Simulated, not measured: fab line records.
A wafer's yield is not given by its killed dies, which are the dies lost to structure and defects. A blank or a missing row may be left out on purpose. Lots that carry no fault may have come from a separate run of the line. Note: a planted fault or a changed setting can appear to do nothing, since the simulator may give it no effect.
The tool behind it: which one?	flow sky130	12 lots, 36 wafers sampled, at 4 steps of a route of 708

WHAT EACH GAUGE READ, for each wafer
SKY_SD_P_CD_MEAS_07 targets a cd of 380 nm.
lot	measured	on	cd nm (nm)
L531	day 25 05:53	cd sem-01	378.7 375.4 377.8
L532	day 25 08:18	cd sem-01	377.9 376.9 375.7
L533	day 25 15:10	cd sem-01	383.1 382.0 381.4
L536	day 27 16:58	cd sem-02	379.1 378.1 381.1
L534	day 27 20:00	cd sem-01	380.6 381.0 381.2
L535	day 27 20:43	cd sem-02	380.1 382.3 380.9
L543	day 29 23:15	cd sem-01	276.7 275.5 276.3
L542	day 30 01:31	cd sem-02	268.0 269.8 269.0
L547	day 30 21:10	cd sem-02	378.1 378.5 378.1
L548	day 30 23:50	cd sem-02	378.7 382.6 381.6
L549	day 31 11:05	cd sem-01	376.6 377.8 381.7
L552	day 32 03:44	cd sem-02	383.3 384.1 383.6

TOOL THAT RAN EACH LOT (tool first, then ch and the chambers of the sampled wafers, then the start)
lot	SKY_LDD_HVN_STRIP_09	SKY_SPACER_ETCHBACK_02	SKY_SD_P_DEVELOP_06
L531	plasma asher-03 ch 0,1, day 20 05:37	rie diel-04 ch 0,2,3, day 22 17:40	litho track-01 ch 0, day 25 05:44
L532	plasma asher-01 ch 0,1, day 20 09:09	rie diel-01 ch 0,3, day 22 21:05	litho track-01 ch 0, day 25 08:10
L533	plasma asher-04 ch 0,1, day 20 16:36	rie diel-01 ch 1,3, day 23 04:20	litho track-02 ch 0, day 25 15:02
L536	plasma asher-03 ch 0,1, day 22 16:22	rie diel-02 ch 0,2,3, day 25 06:31	litho track-03 ch 0, day 27 16:49
L534	plasma asher-04 ch 0,1, day 22 19:04	rie diel-01 ch 0,3, day 25 08:53	litho track-02 ch 0, day 27 19:51
L535	plasma asher-03 ch 0,1, day 22 19:09	rie diel-02 ch 2,3, day 25 10:05	litho track-03 ch 0, day 27 20:34
L543	plasma asher-01 ch 0,1, day 25 01:26	rie diel-04 ch 0,3, day 27 13:29	litho track-03 ch 0, day 29 23:07
L542	plasma asher-01 ch 0,1, day 25 01:51	rie diel-04 ch 0,3, day 27 16:04	litho track-03 ch 0, day 30 01:22
L547	plasma asher-04 ch 0,1, day 25 23:04	rie diel-04 ch 1,2, day 28 11:53	litho track-01 ch 0, day 30 21:01
L548	plasma asher-03 ch 0,1, day 26 03:02	rie diel-02 ch 1,2, day 28 15:25	litho track-01 ch 0, day 30 23:41
L549	plasma asher-01 ch 0,1, day 26 13:09	rie diel-04 ch 1,3, day 29 02:20	litho track-02 ch 0, day 31 10:56
L552	plasma asher-01 ch 0,1, day 27 07:23	rie diel-04 ch 0,1,3, day 29 20:31	litho track-02 ch 0, day 32 03:35
- SKY_LDD_HVN_STRIP_09: strips in O2/N2.
- SKY_SPACER_ETCHBACK_02: etches Si3N4 in CH3F/O2, stops on SiO2, time 46.7 s, target depth 45 nm.
- SKY_SD_P_DEVELOP_06: develop time 60 s.

WHAT THE TOOLS THEMSELVES READ (means of the sampled wafers that have a number; where no wafer has one, the mark that the record gives instead)
SKY_LDD_HVN_STRIP_09.
lot	tool	chamber pressure mTorr (mTorr)	drypump motor current A (A)	oes product au (a.u.)	strip time to endpoint s (s)
L531	plasma asher-03	1500.2	6.3	0.405	4.150
L532	plasma asher-01	1499.9	5.8	0.408	4.139
L533	plasma asher-04	1500.2	5.5	0.409	4.146
L536	plasma asher-03	1498.0	6.0	0.410	4.137
L534	plasma asher-04	1499.9	5.5	0.410	4.129
L535	plasma asher-03	1499.1	6.2	0.409	4.150
L543	plasma asher-01	1500.3	5.6	0.410	4.132
L542	plasma asher-01	1500.6	5.6	0.405	4.138
L547	plasma asher-04	1500.3	5.5	0.407	4.143
L548	plasma asher-03	1499.6	6.0	0.405	4.145
L549	plasma asher-01	1499.5	5.8	0.402	4.141
L552	plasma asher-01	1500.0	5.6	0.413	4.156

SKY_SPACER_ETCHBACK_02.
lot	tool	chamber pressure mTorr (mTorr)	drypump motor current A (A)	oes product au (a.u.)	throttle valve pct (%)
L531	rie diel-04	24.999	5.3	0.866	10.557
L532	rie diel-01	25.002	5.7	0.864	10.568
L533	rie diel-01	25.068	5.5	0.850	10.559
L536	rie diel-02	24.971	6.1	0.857	10.563
L534	rie diel-01	25.000	6.0	0.862	10.565
L535	rie diel-02	24.982	5.9	0.850	10.560
L543	rie diel-04	25.010	5.4	0.858	10.569
L542	rie diel-04	24.972	5.6	0.857	10.569
L547	rie diel-04	25.008	5.0	0.855	10.564
L548	rie diel-02	24.970	5.4	0.847	10.565
L549	rie diel-04	24.993	5.3	0.852	10.563
L552	rie diel-04	25.003	5.4	0.850	10.558

THE ANSWER, worked out from the rows above alone
Rule: the lots themselves supply what counts as usual. The widest of any qualifying gaps counts: lots, ordered by their means at a reading, are off when they make up no more than a third of the lots, leave a main group of 4 or more, and stand apart from it by 3 or more times the standard deviation of that group's means. A main group whose means are all the same, to the digits that the tables above print for the reading, isn't used. Also off: a lot with no number at a reading for which 4 or more lots have one. All remaining lots with rows at the step are treated as sound. The gauges are gone through in route order, then the tools' own readings, and for those a lot's mean is taken as printed above. The first step at which some lot is off is used, and at that step the reading that is off furthest; a lot without a number counts as furthest.
Off: L543, L542, at SKY_SD_P_CD_MEAS_07 (cd nm). Main group: mean 379.9 nm, sd 2.1.
If a tool, at a process step before that reading, ran all the lots that are off and no sound lot after the first of them, it fits. The gauges at SKY_SD_P_CD_MEAS_07 are tried like those tools. One fits: SKY_SD_P_DEVELOP_06 on litho track-03. A fault onset in the window from L535 (day 27 20:34, its last sound lot) to L543 (day 29 23:07, its first lot off) fits.

WHAT WAS PUT IN BY THE SIMULATOR
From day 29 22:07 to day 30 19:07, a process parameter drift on litho track-03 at SKY_SD_P_DEVELOP_06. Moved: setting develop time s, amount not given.
Lots struck among those shown: L543, L542. The same result came from the rule above.
